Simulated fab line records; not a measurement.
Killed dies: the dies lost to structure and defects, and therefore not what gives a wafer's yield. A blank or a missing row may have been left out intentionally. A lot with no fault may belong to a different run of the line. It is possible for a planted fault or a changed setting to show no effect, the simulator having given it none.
Comparing a struck lot with a sound one    flow gf180mcu    16 out of 602 route steps
Sound: wafers L792.3, L792.4, L792.5. Wafers L786.1, L786.3, L786.6 were the ones struck. Last of all comes the cause.
Per side, at each step with rows, come the tool, then ch with its chambers, and then its first start. Under that, the readings that differ: sound wafers    struck wafers    difference of the means    sigmas: that difference in standard deviations of wafers without a fault.
alike: readings whose means differ by less than 2 such deviations, and words and numbers that are the same on both sides. not compared: withheld readings, readings that some wafer has no value for, bounds like >300 that may hide the same value, and numbers for which the record gives no deviation and whose values overlap.
A row with sigmas, a row that says differs or no value, or rows on one side alone: a step with any of these is where the two part. Numbers that have no deviation but don't overlap get no sigmas and don't part them. Lack of a reading on every wafer of one side parts them only where that side has two or more wafers.

first, 5 steps without rows for these wafers: GF_SAB_COAT_04 (resist thk 1000 nm); GF_SAB_SOFTBAKE_05 (time 60 s); GF_SAB_EXPOSE_06 (exposes mask SAB, target cd 420 nm); GF_SAB_PEB_07; GF_SAB_DEVELOP_08 (develop time 60 s).
GF_SAB_CD_MEAS_09: the cd target is 420 nm.
  sound on cd sem-02, day 22 04:26; struck on cd sem-01, day 20 02:21
  alike: cd nm
GF_SAB_OVL_MEAS_10:
  sound on overlay-02, day 22 04:32; struck on overlay-01, day 20 02:28
  alike: SAB_OVL
GF_SAB_ETCH_11: etches SiO2 in C4F8/O2/Ar, target depth 55 nm, time 8.5 s.
  sound on rie diel-03 ch 2,3, day 22 04:34; struck on rie diel-02 ch 2,3, day 20 02:31
  alike: bias w, oes product au, rf fwd power W
  not compared: rf hours counter h
then, 1 step without rows for these wafers: GF_SAB_WET_ETCH_12 (etches SiO2 in dHF, target depth 22 nm, time 440 s).
GF_SAB_STRIP_13: strips in O2/N2.
  sound on plasma asher-02 ch 0,1, day 22 04:44; struck on plasma asher-04 ch 0,1, day 20 02:40
  alike: drypump motor current A, heater power w, oes product au, strip time to endpoint s
  not compared: rf hours counter h
then, 2 steps without rows for these wafers: GF_SALICIDE_CLEAN_00 (cleans in SC1/SC2, time 150 s); GF_SALICIDE_WET_ETCH_01 (etches SiO2 in dHF, target depth 5 nm, time 100 s).
GF_SALICIDE_SPUTTER_02: material Co, target thk 10 nm, time 20 s.
  sound on pvd sputter-01, day 22 04:54; struck on pvd sputter-03, day 20 02:51
  no value came back on the struck wafers for cathode dc power W (W), chamber pressure pa (Pa), throttle valve pct (%); on the sound wafers cathode dc power W (W) reads 1000.0 999.77 1000.0
GF_SALICIDE_SPUTTER_03: material TiN, target thk 20 nm, time 15.99 s.
  sound on pvd sputter-01, day 22 04:56; struck on pvd sputter-03, day 20 02:53
  alike: cathode dc power W, chamber pressure pa, throttle valve pct
GF_SALICIDE_RS_MEAS_04: a four-point-probe measurement.
  sound on film metro-01, day 22 05:00; struck on film metro-03, day 20 02:55
reading                   sound              struck             difference  sigmas
SALICIDE_TIN_RS (ohm/sq)  16.70 16.91 16.63  62.84 61.67 62.78  +45.68      +99 or more
-- the record jumps here: 13 days lie between the struck wafers' starts before and after (it left off in module SALICIDE and takes up again in module PASSIVATION, whose first step shown is number 602 of the route) --
GF_PASSIVATION_PROBE_99:
  only the struck wafers here have rows in the record (prober-01, day 32 21:31); the sound ones have none

WHERE THEY PART
At GF_SALICIDE_SPUTTER_02 first; at GF_PASSIVATION_PROBE_99 last (within this record only).

WHY: the cause the simulator had injected
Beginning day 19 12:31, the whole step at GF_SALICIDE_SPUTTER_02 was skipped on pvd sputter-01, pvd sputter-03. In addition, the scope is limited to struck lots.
